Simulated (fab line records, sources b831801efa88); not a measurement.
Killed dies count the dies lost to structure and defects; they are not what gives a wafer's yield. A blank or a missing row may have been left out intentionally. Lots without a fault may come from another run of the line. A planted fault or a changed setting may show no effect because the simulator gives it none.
Matching of chambers / flow sky130 / SKY_PASSIVATION_CVD_00 on pecvd-02 has 3 sister chambers
The step deposits SiO2, target thk 90 nm. 14 wafers are shown with their chamber, then 7 later ones without.

== WAFERS, EACH WITH ITS CHAMBER ==
wafer=L961.1; chamber=0; heater_power_w (W)=572
wafer=L961.2; chamber=1; heater_power_w (W)=689
wafer=L961.3; chamber=0; heater_power_w (W)=597
wafer=L962.1; chamber=0; heater_power_w (W)=574
wafer=L962.2; chamber=1; heater_power_w (W)=702
wafer=L962.6; chamber=1; heater_power_w (W)=691
wafer=L966.2; chamber=1; heater_power_w (W)=729
wafer=L966.3; chamber=2; heater_power_w (W)=572
wafer=L966.4; chamber=1; heater_power_w (W)=735
wafer=L969.1; chamber=2; heater_power_w (W)=523
wafer=L969.5; chamber=1; heater_power_w (W)=628
wafer=L969.6; chamber=2; heater_power_w (W)=537
wafer=L972.1; chamber=2; heater_power_w (W)=515
wafer=L972.4; chamber=0; heater_power_w (W)=649

SIGNATURES (averages over the wafers above)
reading=heater_power_w; chamber 0=598.00; chamber 1=695.67; chamber 2=536.75; scatter within a chamber=34.5
Rule: a wafer lies at a distance from a chamber equal to the root of the sum of squares, over the readings, of (its reading less the chamber's mean, divided by the reading's scatter). The wafer belongs to the nearest chamber; if the next one is less than 2 further off, it can't be placed. The scatter: take each reading less its chamber's mean, square it, sum over the shown wafers, divide by the number of wafers less the number of chambers, and take the root.

== WAFERS WITHOUT THEIR CHAMBER ==
wafer=L972.5; heater_power_w (W)=737
wafer=L979.1; heater_power_w (W)=665
wafer=L979.5; heater_power_w (W)=615
wafer=L979.6; heater_power_w (W)=672
wafer=L982.2; heater_power_w (W)=601
wafer=L982.5; heater_power_w (W)=586
wafer=L982.6; heater_power_w (W)=539

== WHICH CHAMBER EACH ONE RAN IN ==
wafer=L972.5; from the rows above=1; in truth=1
wafer=L979.1; from the rows above=can't be placed: 1 or 0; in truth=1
wafer=L979.5; from the rows above=can't be placed: 0 or 2 or 1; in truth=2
wafer=L979.6; from the rows above=can't be placed: 1 or 0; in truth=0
wafer=L982.2; from the rows above=can't be placed: 0 or 2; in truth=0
wafer=L982.5; from the rows above=can't be placed: 0 or 2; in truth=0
wafer=L982.6; from the rows above=can't be placed: 2 or 0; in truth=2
Correctly placed: 1 of 7. Unplaceable from these rows: 6, with the true chamber sitting among the candidates in 6. Wrongly placed: 0.
